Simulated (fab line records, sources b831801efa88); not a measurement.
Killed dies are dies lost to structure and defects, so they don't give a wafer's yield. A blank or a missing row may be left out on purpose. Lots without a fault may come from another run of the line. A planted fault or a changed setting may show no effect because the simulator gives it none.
fab line records | flow sky130
record lots=6 wafers=18 last_day=49
route steps=708 shown POLY_GATE@213 RES_PROTECT@214
lots that met no fault: from a run of the same line without faults
start_h: hours from the record's first day to the start of the lot's first wafer shown | wait_h: hours since the lot's step before | " the same as in the row above | L1.1+2: a row that stands for several wafers | - no value, or no start given | * or withheld: withheld | < > ~ a bound
route shown NAME@n: a module of which the file shows steps, and the number in the route of the first | usual: mean/standard deviation of fault-free wafers | same: alike in all rows | chamber/n: place in a boat | sites: the reading at each site | _std_site: their standard deviation | _edge_site: outer sites' mean less inner sites' | radius_mm: how far each site lies from the wafer's centre | mask NAME#n: copy n | behind: the tool/chamber that last shaped the wafer | hold: why the lot was held/for how many hours/how that ended | device: the transistor (n, p or np) that didn't switch | end of line: the same wafers' tests at the end of the route | a step without rows: its recipe alone | killed: dies lost to structure and defects at the first sort, not the wafer's yield | map: a wafer's dies, x killed, . not, _ none there
set.NAME: the setting as run; set.NAME@STEP: as run at that earlier step | model.NAME: the simulator's own value behind a step, which no gauge read
lots at some steps of the route; a table a step, a row a wafer
services: from which hour (start_h, from the record's first day; less than 0 if before it) a tool's chamber was out of use, for how many hours, and why
## steps
# step SKY_POLY_GATE_IMPLANT_02
# recipe species=P energy_kev=30 dose_cm2=7.7e+15 tilt_deg=0
# step SKY_RES_PROTECT_STRIP_07
# recipe chemistry=O2/N2 power_w=1400 pressure_mtorr=1500 platen_temp_c=withheld o2_flow_sccm=3000 n2_flow_sccm=300 overash_fraction=0.5
# usual drypump_motor_current_A=5.5/0.55 o2_flow_sccm=3000/8.9 oes_product_au=0.518/0.0046 strip_time_to_endpoint_s=23.31/0.04
# columns lot.wafer tool chamber start_h wait_h drypump_motor_current_A o2_flow_sccm oes_product_au rf_hours_counter_h strip_time_to_endpoint_s
L245.2 plasma_asher-02 0 350.16 0.1 5.3 3007 0.521 53 23.36
L245.3 " 1 " " 5.1 3002 0.522 - 23.33
L245.5 " 0 " " 5.3 3004 0.520 - 23.36
L255.1 plasma_asher-03 1 431.81 0.1 5.3 2992 0.524 0 23.27
L255.2 " 0 " " 5.6 2996 0.523 0 23.26
L255.5 " 1 " " 5.3 3006 0.517 - 23.24
L258.2 plasma_asher-01 1 466.31 0.1 5.8 3006 0.514 36 23.30
L258.3 " 1 " " 5.8 3007 0.519 - 23.33
L258.4 " 0 " " 6.7 2995 0.515 - 23.29
L259.3 plasma_asher-03 0 473.79 0.1 5.6 2997 0.516 - 23.33
L259.5 " 0 " " 5.6 2995 0.516 - 23.31
L259.6 " 1 " " 5.3 3018 0.513 - 23.32
L267.1 plasma_asher-02 1 535.31 0.1 5.1 3004 0.515 72 23.31
L267.4 " 0 " " 5.3 2999 0.509 - 23.35
L267.6 " 1 " " 5.1 3004 0.528 - 23.37
L266.1 plasma_asher-02 0 537.01 0.1 5.3 2987 0.513 73 23.31
L266.3 " 0 " " 5.3 2990 0.521 - 23.31
L266.4 " 1 " " 5.1 3000 0.520 - 23.29
# step SKY_RES_PROTECT_TW_MEAS_08
# usual POLY_GATE_TW=4007/21
# columns lot.wafer tool chamber start_h wait_h POLY_GATE_TW
L245.2 film_metro-01 - 350.27 0.1 4014
L245.3 " - " " 4015
L245.5 " - " " 4020
L255.1 film_metro-04 - 431.91 0.1 3993
L255.2 " - " " 3979
L255.5 " - " " 3996
L258.2 film_metro-02 - 466.42 0.1 4019
L258.3 " - " " 3995
L258.4 " - " " 4006
L259.3 film_metro-04 - 473.88 0.1 4005
L259.5 " - " " 4014
L259.6 " - " " 3981
L267.1 film_metro-04 - 535.41 0.1 3998
L267.4 " - " " 4027
L267.6 " - " " 4009
L266.1 film_metro-04 - 537.11 0.1 4032
L266.3 " - " " 4030
L266.4 " - " " 4030
# step SKY_RES_PROTECT_CLEAN_09
# recipe chemistry=SC1/SC2 mix=1:4:20 temp_c=70 time_s=150 dry=n2_spin
# step SKY_POLY_GATE_CVD_03
# recipe material=Si3N4 precursor=DCS/NH3 target_thk_nm=75 temp_c=770 time_s=1290 pressure_mtorr=250
# step SKY_POLY_GATE_THK_MEAS_04
# recipe reads=Si3N4_of_POLY_GATE_CVD_03
# usual POLY_GATE_CVD_03_THK=74.5/0.79
# columns lot.wafer tool chamber start_h wait_h POLY_GATE_CVD_03_THK[nm]
L245.2 film_metro-02 - 351.74 0.0 73.8
L245.3 " - " " 73.5
L245.5 " - " " 73.0
L255.1 film_metro-04 - 433.63 0.1 74.6
L255.2 " - " " 74.6
L255.5 " - " " 74.9
L258.2 film_metro-04 - 467.89 0.0 74.1
L258.3 " - " " 74.4
L258.4 " - " " 74.1
L259.3 film_metro-04 - 475.35 0.0 73.3
L259.5 " - " " 72.9
L259.6 " - " " 74.2
L267.1 film_metro-02 - 537.92 0.0 74.5
L267.4 " - " " 73.5
L267.6 " - " " 74.1
L266.1 film_metro-04 - 540.33 0.0 75.6
L266.3 " - " " 74.6
L266.4 " - " " 74.5
# step SKY_POLY_GATE_DEHYDRATE_05
# recipe temp_c=200 time_s=60
# step SKY_POLY_GATE_HMDS_06
# recipe prime_time_s=60 prime_temp_c=120
# step SKY_POLY_GATE_COAT_07
# recipe resist=BARC temp_c=withheld time_s=withheld spin_rpm=3000 resist_thk_nm=110
# step SKY_POLY_GATE_COAT_08
# recipe resist=KrF-thick spin_rpm=3000 resist_thk_nm=450
# step SKY_POLY_GATE_SOFTBAKE_09
# recipe temp_c=100 time_s=90 resist=KrF-thick
# step SKY_POLY_GATE_EXPOSE_10
# recipe mask_id=P1M na=0.68 source_shape=conventional sigma_outer=0.6 target_cd_nm=150 dose_mj=28
# step SKY_POLY_GATE_PEB_11
# recipe peb_temp_c=withheld peb_time_s=withheld resist=KrF-thick
# usual chill_plate_temp_C=* exhaust_pa=44.8/0.89
# columns lot.wafer tool chamber start_h wait_h chill_plate_temp_C exhaust_pa
L245.2 litho_track-04 0 379 - * 45.6
L245.3 " 0 " " * 44.2
L245.5 " 0 " " * 45.2
L255.1 litho_track-02 0 463 - * 43.9
L255.2 " 0 " " * 44.1
L255.5 " 0 " " * 43.3
L258.2 litho_track-04 0 497 - * 46.5
L258.3 " 0 " " * 46.5
L258.4 " 0 498 - * 46.3
L259.3 litho_track-04 0 505 - * 45.5
L259.5 " 0 " " * 44.4
L259.6 " 0 506 - * 44.5
L267.1 litho_track-04 - 567 - - -
L267.4 " - " " - -
L267.6 " - " " - -
L266.1 litho_track-03 - 570 - - -
L266.3 " - " " - -
L266.4 " - " " - -
# step SKY_POLY_GATE_DEVELOP_12
# recipe develop_time_s=60 resist=KrF-thick dev_temp_c=21
## services
# columns tool chamber start_h hours kind
plasma_asher-03 - 396.44 2.1 repair
plasma_asher-01 - 409.16 1.8 repair
plasma_asher-03 - 421.25 9.0 pm
plasma_asher-03 0 421.25 9.0 vent_cycle
plasma_asher-03 1 421.25 9.0 vent_cycle
plasma_asher-03 0 430.25 - clean
plasma_asher-03 1 430.25 - clean
plasma_asher-01 - 511.19 28.1 pm
plasma_asher-02 - 546.82 2.8 pm
## key
first_sign step=SKY_POLY_GATE_PEB_11 reading=tool_record direction=missing
effect none on later readings
met_at SKY_POLY_GATE_PEB_11
struck_wafers L266.1,L266.3,L266.4,L267.1,L267.4,L267.6
later_rows_left_out L266.1,L266.3,L266.4,L267.1,L267.4,L267.6
sort_left_out L266.1,L266.3,L266.4,L267.1,L267.4,L267.6
tester_left_out L266,L267
onset_between 505 567
fault kind=skipped_step_whole tool=litho_track-03,litho_track-04 chamber=- onset_h=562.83 steps=SKY_POLY_GATE_PEB_11 scope=struck_lots_only
# tester_left_out: of these lots the tester's yield and bins aren't shown, on N5 and GAA mostly nor the transistor test; their killed dies are dies lost to structure and defects alone, not to doping, threshold or leakage, so they don't give the yield
# sort_left_out: the simulated sort isn't trusted on such a fault, so these wafers' sort isn't shown, and their yield isn't known
# later_rows_left_out: the simulator's readings of these wafers behind a module that went badly wrong aren't trusted and aren't shown, but for the sort
